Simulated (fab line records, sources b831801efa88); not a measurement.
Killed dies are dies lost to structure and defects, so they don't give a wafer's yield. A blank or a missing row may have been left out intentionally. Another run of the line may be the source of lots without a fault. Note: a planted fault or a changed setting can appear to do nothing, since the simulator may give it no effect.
fab line records || flow sky130
record {"lots": 6, "wafers": 18, "lastDay": 49}
route steps=708 shown NWELL@79 PWDE@84 VT_ADJUST_HVTP@85
lots with no fault: from the same line, run without faults
startH: hours from the record's first day to the start of the lot's first wafer shown || waitH: hours since the lot's step before || " unchanged from the row above || L1.1+2: several wafers, shown together as one row || - no value present, or no start provided || * or withheld: withheld || < > ~ a bound
route shown NAME@n: a module of which the file shows steps, and the number in the route of the first || usual: mean/standard deviation of fault-free wafers || same: alike in all rows || chamber/n: place in a boat || sites: per-site readings || _std_site: how widely they spread, as a standard deviation || _edge_site: mean of outer sites minus mean of inner sites || radiusMm: for every site, how far away it sits from the centre of the wafer || mask NAME#n: copy n || behind: the last tool/chamber to shape the wafer || hold: why the lot was held/for how many hours/how that ended || device: the n, p or np transistor that did not switch || end of line: the tests these same wafers got at the end of their route || step lacking rows: just its recipe || killed: not the wafer's yield, but the dies lost to structure and defects at the first sort || map: per-die view of a wafer (x killed, . not killed, _ where there is no die)
set.NAME: the setting that was run; set.NAME@STEP: the one run at that earlier step || model.NAME: the simulator's own value behind a step, which no gauge read
lots at some steps of the route; a table a step, a row a wafer
services: when a tool's chamber went out of use (startH, in hours from the record's first day, below 0 if earlier), for how many hours, and the reason
## steps
# step SKY_NWELL_TW_MEAS_26
# usual {"NWELL_2_TW": "494/3.1"}
{"lot.wafer": "L796.4", "tool": "filmMetro-02", "chamber": "-", "startH": 105.27, "waitH": 0.1, "NWELL_2_TW": 495}
{"lot.wafer": "L796.5", "tool": "filmMetro-02", "chamber": "-", "startH": 105.27, "waitH": 0.1, "NWELL_2_TW": 497}
{"lot.wafer": "L796.6", "tool": "filmMetro-02", "chamber": "-", "startH": 105.27, "waitH": 0.1, "NWELL_2_TW": 495}
{"lot.wafer": "L798.2", "tool": "filmMetro-04", "chamber": "-", "startH": 117.55, "waitH": 0.1, "NWELL_2_TW": 494}
{"lot.wafer": "L798.5", "tool": "filmMetro-04", "chamber": "-", "startH": 117.55, "waitH": 0.1, "NWELL_2_TW": 492}
{"lot.wafer": "L798.6", "tool": "filmMetro-04", "chamber": "-", "startH": 117.55, "waitH": 0.1, "NWELL_2_TW": 495}
{"lot.wafer": "L799.3", "tool": "filmMetro-01", "chamber": "-", "startH": 123.97, "waitH": 0.1, "NWELL_2_TW": 490}
{"lot.wafer": "L799.4", "tool": "filmMetro-01", "chamber": "-", "startH": 123.97, "waitH": 0.1, "NWELL_2_TW": 492}
{"lot.wafer": "L799.6", "tool": "filmMetro-01", "chamber": "-", "startH": 123.97, "waitH": 0.1, "NWELL_2_TW": 493}
{"lot.wafer": "L800.4", "tool": "filmMetro-04", "chamber": "-", "startH": 129.68, "waitH": 0.1, "NWELL_2_TW": 495}
{"lot.wafer": "L800.5", "tool": "filmMetro-04", "chamber": "-", "startH": 129.68, "waitH": 0.1, "NWELL_2_TW": 491}
{"lot.wafer": "L800.6", "tool": "filmMetro-04", "chamber": "-", "startH": 129.68, "waitH": 0.1, "NWELL_2_TW": 493}
{"lot.wafer": "L810.1", "tool": "filmMetro-02", "chamber": "-", "startH": 191.79, "waitH": 0.1, "NWELL_2_TW": 494}
{"lot.wafer": "L810.2", "tool": "filmMetro-02", "chamber": "-", "startH": 191.79, "waitH": 0.1, "NWELL_2_TW": 497}
{"lot.wafer": "L810.3", "tool": "filmMetro-02", "chamber": "-", "startH": 191.79, "waitH": 0.1, "NWELL_2_TW": 496}
{"lot.wafer": "L814.2", "tool": "filmMetro-01", "chamber": "-", "startH": 221.30, "waitH": 0.1, "NWELL_2_TW": 497}
{"lot.wafer": "L814.5", "tool": "filmMetro-01", "chamber": "-", "startH": 221.30, "waitH": 0.1, "NWELL_2_TW": 495}
{"lot.wafer": "L814.6", "tool": "filmMetro-01", "chamber": "-", "startH": 221.30, "waitH": 0.1, "NWELL_2_TW": 495}
# step SKY_NWELL_CLEAN_27
# recipe {"chemistry": "SC1/SC2", "mix": "1:4:20", "tempC": 70, "timeS": 150, "dry": "n2Spin"}
# step SKY_NWELL_RTA_28
# recipe {"tempC": 1050, "timeS": 30, "idleTempC": 650, "rampUpCPerS": 150, "rampDownCPerS": 90, "ambient": "N2"}
# usual {"chamberO2Ppm": "2.006/0.021", "lampPowerPct": "25.31/0.052", "wafer_temp_C_max": "1054.8/0.88"}
{"lot.wafer": "L796.4", "tool": "rtpAnneal-02", "chamber": 0, "startH": 105.41, "waitH": 0.1, "chamberO2Ppm": 2.001, "lampPowerPct": 25.40, "wafer_temp_C_max": 1053.1}
{"lot.wafer": "L796.5", "tool": "rtpAnneal-02", "chamber": 0, "startH": 105.41, "waitH": 0.1, "chamberO2Ppm": 2.023, "lampPowerPct": 25.26, "wafer_temp_C_max": 1056.1}
{"lot.wafer": "L796.6", "tool": "rtpAnneal-02", "chamber": 0, "startH": 105.41, "waitH": 0.1, "chamberO2Ppm": 2.003, "lampPowerPct": 25.28, "wafer_temp_C_max": 1054.8}
{"lot.wafer": "L798.2", "tool": "rtpAnneal-01", "chamber": 0, "startH": 117.67, "waitH": 0.0, "chamberO2Ppm": 2.008, "lampPowerPct": 25.39, "wafer_temp_C_max": 1055.1}
{"lot.wafer": "L798.5", "tool": "rtpAnneal-01", "chamber": 0, "startH": 117.67, "waitH": 0.0, "chamberO2Ppm": 2.016, "lampPowerPct": 25.24, "wafer_temp_C_max": 1054.3}
{"lot.wafer": "L798.6", "tool": "rtpAnneal-01", "chamber": 0, "startH": 117.67, "waitH": 0.0, "chamberO2Ppm": 2.030, "lampPowerPct": 25.30, "wafer_temp_C_max": 1055.0}
{"lot.wafer": "L799.3", "tool": "rtpAnneal-02", "chamber": 0, "startH": 124.09, "waitH": 0.0, "chamberO2Ppm": 1.984, "lampPowerPct": 25.31, "wafer_temp_C_max": 1054.9}
{"lot.wafer": "L799.4", "tool": "rtpAnneal-02", "chamber": 0, "startH": 124.09, "waitH": 0.0, "chamberO2Ppm": 2.007, "lampPowerPct": 25.33, "wafer_temp_C_max": 1054.8}
{"lot.wafer": "L799.6", "tool": "rtpAnneal-02", "chamber": 0, "startH": 124.09, "waitH": 0.0, "chamberO2Ppm": 1.957, "lampPowerPct": 25.27, "wafer_temp_C_max": 1053.7}
{"lot.wafer": "L800.4", "tool": "rtpAnneal-01", "chamber": 0, "startH": 129.81, "waitH": 0.1, "chamberO2Ppm": 2.008, "lampPowerPct": 25.33, "wafer_temp_C_max": 1055.7}
{"lot.wafer": "L800.5", "tool": "rtpAnneal-01", "chamber": 0, "startH": 129.81, "waitH": 0.1, "chamberO2Ppm": 2.011, "lampPowerPct": 25.27, "wafer_temp_C_max": 1055.5}
{"lot.wafer": "L800.6", "tool": "rtpAnneal-01", "chamber": 0, "startH": 129.81, "waitH": 0.1, "chamberO2Ppm": 2.025, "lampPowerPct": 25.31, "wafer_temp_C_max": 1054.6}
{"lot.wafer": "L810.1", "tool": "rtpAnneal-02", "chamber": 0, "startH": 191.90, "waitH": 0.0, "chamberO2Ppm": 2.022, "lampPowerPct": 25.28, "wafer_temp_C_max": 1054.0}
{"lot.wafer": "L810.2", "tool": "rtpAnneal-02", "chamber": 0, "startH": 191.90, "waitH": 0.0, "chamberO2Ppm": 2.019, "lampPowerPct": 25.40, "wafer_temp_C_max": 1056.4}
{"lot.wafer": "L810.3", "tool": "rtpAnneal-02", "chamber": 0, "startH": 191.90, "waitH": 0.0, "chamberO2Ppm": 2.042, "lampPowerPct": 25.38, "wafer_temp_C_max": 1055.5}
{"lot.wafer": "L814.2", "tool": "rtpAnneal-01", "chamber": 0, "startH": 221.42, "waitH": 0.0, "chamberO2Ppm": 2.003, "lampPowerPct": 25.30, "wafer_temp_C_max": 1055.7}
{"lot.wafer": "L814.5", "tool": "rtpAnneal-01", "chamber": 0, "startH": 221.42, "waitH": 0.0, "chamberO2Ppm": 1.987, "lampPowerPct": 25.24, "wafer_temp_C_max": 1054.3}
{"lot.wafer": "L814.6", "tool": "rtpAnneal-01", "chamber": 0, "startH": 221.42, "waitH": 0.0, "chamberO2Ppm": 2.024, "lampPowerPct": 25.33, "wafer_temp_C_max": 1055.2}
# step SKY_NWELL_RS_MEAS_29
# recipe {"thkMeasGauge": "four-point-probe"}
# usual {"NWELL_RS": "624.2/1.9"}
{"lot.wafer": "L796.4", "tool": "filmMetro-04", "chamber": "-", "startH": 105.52, "waitH": 0.1, "NWELL_RS[ohm/sq]": 624.9}
{"lot.wafer": "L796.5", "tool": "filmMetro-04", "chamber": "-", "startH": 105.52, "waitH": 0.1, "NWELL_RS[ohm/sq]": 623.2}
{"lot.wafer": "L796.6", "tool": "filmMetro-04", "chamber": "-", "startH": 105.52, "waitH": 0.1, "NWELL_RS[ohm/sq]": 622.4}
{"lot.wafer": "L798.2", "tool": "filmMetro-01", "chamber": "-", "startH": 117.77, "waitH": 0.1, "NWELL_RS[ohm/sq]": 623.5}
{"lot.wafer": "L798.5", "tool": "filmMetro-01", "chamber": "-", "startH": 117.77, "waitH": 0.1, "NWELL_RS[ohm/sq]": 622.5}
{"lot.wafer": "L798.6", "tool": "filmMetro-01", "chamber": "-", "startH": 117.77, "waitH": 0.1, "NWELL_RS[ohm/sq]": 622.5}
{"lot.wafer": "L799.3", "tool": "filmMetro-01", "chamber": "-", "startH": 124.20, "waitH": 0.1, "NWELL_RS[ohm/sq]": 625.1}
{"lot.wafer": "L799.4", "tool": "filmMetro-01", "chamber": "-", "startH": 124.20, "waitH": 0.1, "NWELL_RS[ohm/sq]": 625.3}
{"lot.wafer": "L799.6", "tool": "filmMetro-01", "chamber": "-", "startH": 124.20, "waitH": 0.1, "NWELL_RS[ohm/sq]": 625.0}
{"lot.wafer": "L800.4", "tool": "filmMetro-01", "chamber": "-", "startH": 129.92, "waitH": 0.1, "NWELL_RS[ohm/sq]": 627.2}
{"lot.wafer": "L800.5", "tool": "filmMetro-01", "chamber": "-", "startH": 129.92, "waitH": 0.1, "NWELL_RS[ohm/sq]": 626.2}
{"lot.wafer": "L800.6", "tool": "filmMetro-01", "chamber": "-", "startH": 129.92, "waitH": 0.1, "NWELL_RS[ohm/sq]": 626.7}
{"lot.wafer": "L810.1", "tool": "filmMetro-02", "chamber": "-", "startH": 192.00, "waitH": 0.1, "NWELL_RS[ohm/sq]": 624.6}
{"lot.wafer": "L810.2", "tool": "filmMetro-02", "chamber": "-", "startH": 192.00, "waitH": 0.1, "NWELL_RS[ohm/sq]": 626.9}
{"lot.wafer": "L810.3", "tool": "filmMetro-02", "chamber": "-", "startH": 192.00, "waitH": 0.1, "NWELL_RS[ohm/sq]": 628.1}
{"lot.wafer": "L814.2", "tool": "filmMetro-01", "chamber": "-", "startH": 221.52, "waitH": 0.1, "NWELL_RS[ohm/sq]": 620.8}
{"lot.wafer": "L814.5", "tool": "filmMetro-01", "chamber": "-", "startH": 221.52, "waitH": 0.1, "NWELL_RS[ohm/sq]": 620.5}
{"lot.wafer": "L814.6", "tool": "filmMetro-01", "chamber": "-", "startH": 221.52, "waitH": 0.1, "NWELL_RS[ohm/sq]": 622.6}
# step SKY_NWELL_RS_MEAS_31
# recipe {"thkMeasGauge": "four-point-probe"}
# usual {"PWDE_RS": "5268/19"}
{"lot.wafer": "L796.4", "tool": "filmMetro-04", "chamber": "-", "startH": 105.76, "waitH": 0.1, "PWDE_RS[ohm/sq]": 5247}
{"lot.wafer": "L796.5", "tool": "filmMetro-04", "chamber": "-", "startH": 105.76, "waitH": 0.1, "PWDE_RS[ohm/sq]": 5230}
{"lot.wafer": "L796.6", "tool": "filmMetro-04", "chamber": "-", "startH": 105.76, "waitH": 0.1, "PWDE_RS[ohm/sq]": 5270}
{"lot.wafer": "L798.2", "tool": "filmMetro-01", "chamber": "-", "startH": 118.01, "waitH": 0.1, "PWDE_RS[ohm/sq]": 5255}
{"lot.wafer": "L798.5", "tool": "filmMetro-01", "chamber": "-", "startH": 118.01, "waitH": 0.1, "PWDE_RS[ohm/sq]": 5255}
{"lot.wafer": "L798.6", "tool": "filmMetro-01", "chamber": "-", "startH": 118.01, "waitH": 0.1, "PWDE_RS[ohm/sq]": 5248}
{"lot.wafer": "L799.3", "tool": "filmMetro-01", "chamber": "-", "startH": 124.44, "waitH": 0.1, "PWDE_RS[ohm/sq]": 5285}
{"lot.wafer": "L799.4", "tool": "filmMetro-01", "chamber": "-", "startH": 124.44, "waitH": 0.1, "PWDE_RS[ohm/sq]": 5283}
{"lot.wafer": "L799.6", "tool": "filmMetro-01", "chamber": "-", "startH": 124.44, "waitH": 0.1, "PWDE_RS[ohm/sq]": 5302}
{"lot.wafer": "L800.4", "tool": "filmMetro-01", "chamber": "-", "startH": 130.16, "waitH": 0.1, "PWDE_RS[ohm/sq]": 5279}
{"lot.wafer": "L800.5", "tool": "filmMetro-01", "chamber": "-", "startH": 130.16, "waitH": 0.1, "PWDE_RS[ohm/sq]": 5297}
{"lot.wafer": "L800.6", "tool": "filmMetro-01", "chamber": "-", "startH": 130.16, "waitH": 0.1, "PWDE_RS[ohm/sq]": 5292}
{"lot.wafer": "L810.1", "tool": "filmMetro-02", "chamber": "-", "startH": 192.24, "waitH": 0.1, "PWDE_RS[ohm/sq]": 5247}
{"lot.wafer": "L810.2", "tool": "filmMetro-02", "chamber": "-", "startH": 192.24, "waitH": 0.1, "PWDE_RS[ohm/sq]": 5246}
{"lot.wafer": "L810.3", "tool": "filmMetro-02", "chamber": "-", "startH": 192.24, "waitH": 0.1, "PWDE_RS[ohm/sq]": 5252}
{"lot.wafer": "L814.2", "tool": "filmMetro-01", "chamber": "-", "startH": 221.76, "waitH": 0.1, "PWDE_RS[ohm/sq]": 5279}
{"lot.wafer": "L814.5", "tool": "filmMetro-01", "chamber": "-", "startH": 221.76, "waitH": 0.1, "PWDE_RS[ohm/sq]": 5282}
{"lot.wafer": "L814.6", "tool": "filmMetro-01", "chamber": "-", "startH": 221.76, "waitH": 0.1, "PWDE_RS[ohm/sq]": 5271}
# step SKY_VT_ADJUST_HVTP_DEHYDRATE_00
# recipe {"tempC": 200, "timeS": 60}
# step SKY_VT_ADJUST_HVTP_HMDS_01
# recipe {"primeTimeS": 60, "primeTempC": 120}
# step SKY_VT_ADJUST_HVTP_COAT_02
# recipe {"resist": "NOVOLAK", "spinRpm": 3000, "resistThkNm": 1140}
# step SKY_VT_ADJUST_HVTP_SOFTBAKE_03
# recipe {"tempC": 90, "timeS": 60, "resist": "NOVOLAK"}
# step SKY_VT_ADJUST_HVTP_EXPOSE_04
# recipe {"maskId": "HVTPM", "na": 0.6, "sourceShape": "conventional", "sigmaOuter": 0.6, "polarization": "unpolarized", "targetCdNm": 380, "doseMj": 140}
# step SKY_VT_ADJUST_HVTP_PEB_05
# recipe {"tempC": "withheld", "timeS": "*", "resist": "NOVOLAK"}
# step SKY_VT_ADJUST_HVTP_DEVELOP_06
# recipe {"resist": "NOVOLAK", "developer": "TMAH", "developTimeS": 60, "devTempC": 23}
# usual {"chillPlateTempC": "22.99/0.099", "developTimeS": "60/0"}
{"lot.wafer": "L796.4", "tool": "lithoTrack-04", "chamber": 0, "startH": 123.44, "waitH": 0.1, "chillPlateTempC": 23.09, "developTimeS": 60}
{"lot.wafer": "L796.5", "tool": "lithoTrack-04", "chamber": 0, "startH": 123.44, "waitH": 0.1, "chillPlateTempC": 23.10, "developTimeS": 60}
{"lot.wafer": "L796.6", "tool": "lithoTrack-04", "chamber": 0, "startH": 123.44, "waitH": 0.1, "chillPlateTempC": 23.08, "developTimeS": 60}
{"lot.wafer": "L798.2", "tool": "lithoTrack-04", "chamber": "-", "startH": 136.69, "waitH": 0.1, "chillPlateTempC": "-", "developTimeS": "-"}
{"lot.wafer": "L798.5", "tool": "lithoTrack-04", "chamber": "-", "startH": 136.69, "waitH": 0.1, "chillPlateTempC": "-", "developTimeS": "-"}
{"lot.wafer": "L798.6", "tool": "lithoTrack-04", "chamber": "-", "startH": 136.69, "waitH": 0.1, "chillPlateTempC": "-", "developTimeS": "-"}
{"lot.wafer": "L799.3", "tool": "lithoTrack-02", "chamber": "-", "startH": 142.76, "waitH": 0.1, "chillPlateTempC": "-", "developTimeS": "-"}
{"lot.wafer": "L799.4", "tool": "lithoTrack-02", "chamber": "-", "startH": 142.76, "waitH": 0.1, "chillPlateTempC": "-", "developTimeS": "-"}
{"lot.wafer": "L799.6", "tool": "lithoTrack-02", "chamber": "-", "startH": 142.76, "waitH": 0.1, "chillPlateTempC": "-", "developTimeS": "-"}
{"lot.wafer": "L800.4", "tool": "lithoTrack-03", "chamber": 0, "startH": 148.89, "waitH": 0.1, "chillPlateTempC": 23.16, "developTimeS": 60}
{"lot.wafer": "L800.5", "tool": "lithoTrack-03", "chamber": 0, "startH": 148.89, "waitH": 0.1, "chillPlateTempC": 22.95, "developTimeS": 60}
{"lot.wafer": "L800.6", "tool": "lithoTrack-03", "chamber": 0, "startH": 148.89, "waitH": 0.1, "chillPlateTempC": 22.93, "developTimeS": 60}
{"lot.wafer": "L810.1", "tool": "lithoTrack-04", "chamber": 0, "startH": 213.76, "waitH": 0.1, "chillPlateTempC": 22.96, "developTimeS": 60}
{"lot.wafer": "L810.2", "tool": "lithoTrack-04", "chamber": 0, "startH": 213.76, "waitH": 0.1, "chillPlateTempC": 22.98, "developTimeS": 60}
{"lot.wafer": "L810.3", "tool": "lithoTrack-04", "chamber": 0, "startH": 213.76, "waitH": 0.1, "chillPlateTempC": 23.15, "developTimeS": 60}
{"lot.wafer": "L814.2", "tool": "lithoTrack-03", "chamber": 0, "startH": 244.64, "waitH": 0.1, "chillPlateTempC": 23.06, "developTimeS": 60}
{"lot.wafer": "L814.5", "tool": "lithoTrack-03", "chamber": 0, "startH": 244.64, "waitH": 0.1, "chillPlateTempC": 23.01, "developTimeS": 60}
{"lot.wafer": "L814.6", "tool": "lithoTrack-03", "chamber": 0, "startH": 244.64, "waitH": 0.1, "chillPlateTempC": 23.07, "developTimeS": 60}
# step SKY_VT_ADJUST_HVTP_CD_MEAS_07
# recipe {"targetCdNm": 380}
# usual {"cdNm": "379.5/2.7"}
{"lot.wafer": "L796.4", "tool": "cdSem-01", "chamber": "-", "startH": 123.57, "waitH": 0.1, "cdNm": 379.4}
{"lot.wafer": "L796.5", "tool": "cdSem-01", "chamber": "-", "startH": 123.57, "waitH": 0.1, "cdNm": 378.8}
{"lot.wafer": "L796.6", "tool": "cdSem-01", "chamber": "-", "startH": 123.57, "waitH": 0.1, "cdNm": 381.7}
{"lot.wafer": "L798.2", "tool": "cdSem-01", "chamber": "-", "startH": 136.83, "waitH": 0.1, "cdNm": "-"}
{"lot.wafer": "L798.5", "tool": "cdSem-01", "chamber": "-", "startH": 136.83, "waitH": 0.1, "cdNm": "-"}
{"lot.wafer": "L798.6", "tool": "cdSem-01", "chamber": "-", "startH": 136.83, "waitH": 0.1, "cdNm": "-"}
{"lot.wafer": "L799.3", "tool": "cdSem-01", "chamber": "-", "startH": 142.90, "waitH": 0.1, "cdNm": "-"}
{"lot.wafer": "L799.4", "tool": "cdSem-01", "chamber": "-", "startH": 142.90, "waitH": 0.1, "cdNm": "-"}
{"lot.wafer": "L799.6", "tool": "cdSem-01", "chamber": "-", "startH": 142.90, "waitH": 0.1, "cdNm": "-"}
{"lot.wafer": "L800.4", "tool": "cdSem-02", "chamber": "-", "startH": 149.02, "waitH": 0.1, "cdNm": 380.0}
{"lot.wafer": "L800.5", "tool": "cdSem-02", "chamber": "-", "startH": 149.02, "waitH": 0.1, "cdNm": 382.6}
{"lot.wafer": "L800.6", "tool": "cdSem-02", "chamber": "-", "startH": 149.02, "waitH": 0.1, "cdNm": 381.2}
{"lot.wafer": "L810.1", "tool": "cdSem-01", "chamber": "-", "startH": 213.91, "waitH": 0.1, "cdNm": 383.9}
{"lot.wafer": "L810.2", "tool": "cdSem-01", "chamber": "-", "startH": 213.91, "waitH": 0.1, "cdNm": 387.7}
{"lot.wafer": "L810.3", "tool": "cdSem-01", "chamber": "-", "startH": 213.91, "waitH": 0.1, "cdNm": 382.3}
{"lot.wafer": "L814.2", "tool": "cdSem-01", "chamber": "-", "startH": 244.78, "waitH": 0.1, "cdNm": 377.3}
{"lot.wafer": "L814.5", "tool": "cdSem-01", "chamber": "-", "startH": 244.78, "waitH": 0.1, "cdNm": 379.5}
{"lot.wafer": "L814.6", "tool": "cdSem-01", "chamber": "-", "startH": 244.78, "waitH": 0.1, "cdNm": 377.9}
## services
{"tool": "rtpAnneal-02", "chamber": "-", "startH": 132.18, "hours": 3.6, "kind": "pm"}
{"tool": "lithoTrack-02", "chamber": "-", "startH": 180.47, "hours": "-", "kind": "consumableReplace:filter"}
## key
firstSign {"step": "SKY_VT_ADJUST_HVTP_DEVELOP_06", "reading": "toolRecord", "direction": "missing"}
effect none on later readings
metAt SKY_VT_ADJUST_HVTP_DEVELOP_06
struckWafers L798.2,L798.5,L798.6,L799.3,L799.4,L799.6
sortLeftOut L798.2,L798.5,L798.6,L799.3,L799.4,L799.6
testerLeftOut L798,L799
onsetBetween 123.44 136.69
fault {"kind": "skippedStepWhole", "tool": "lithoTrack-02,lithoTrack-04", "chamber": "-", "onsetH": 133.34, "steps": "SKY_VT_ADJUST_HVTP_DEVELOP_06", "scope": "struckLotsOnly"}
# testerLeftOut: of these lots the tester's yield and bins aren't shown, on N5 and GAA mostly nor the transistor test; their killed dies are dies lost to structure and defects alone, not to doping, threshold or leakage, so they don't give the yield
# sortLeftOut: the simulated sort isn't trusted on such a fault, so these wafers' sort isn't shown, and their yield isn't known
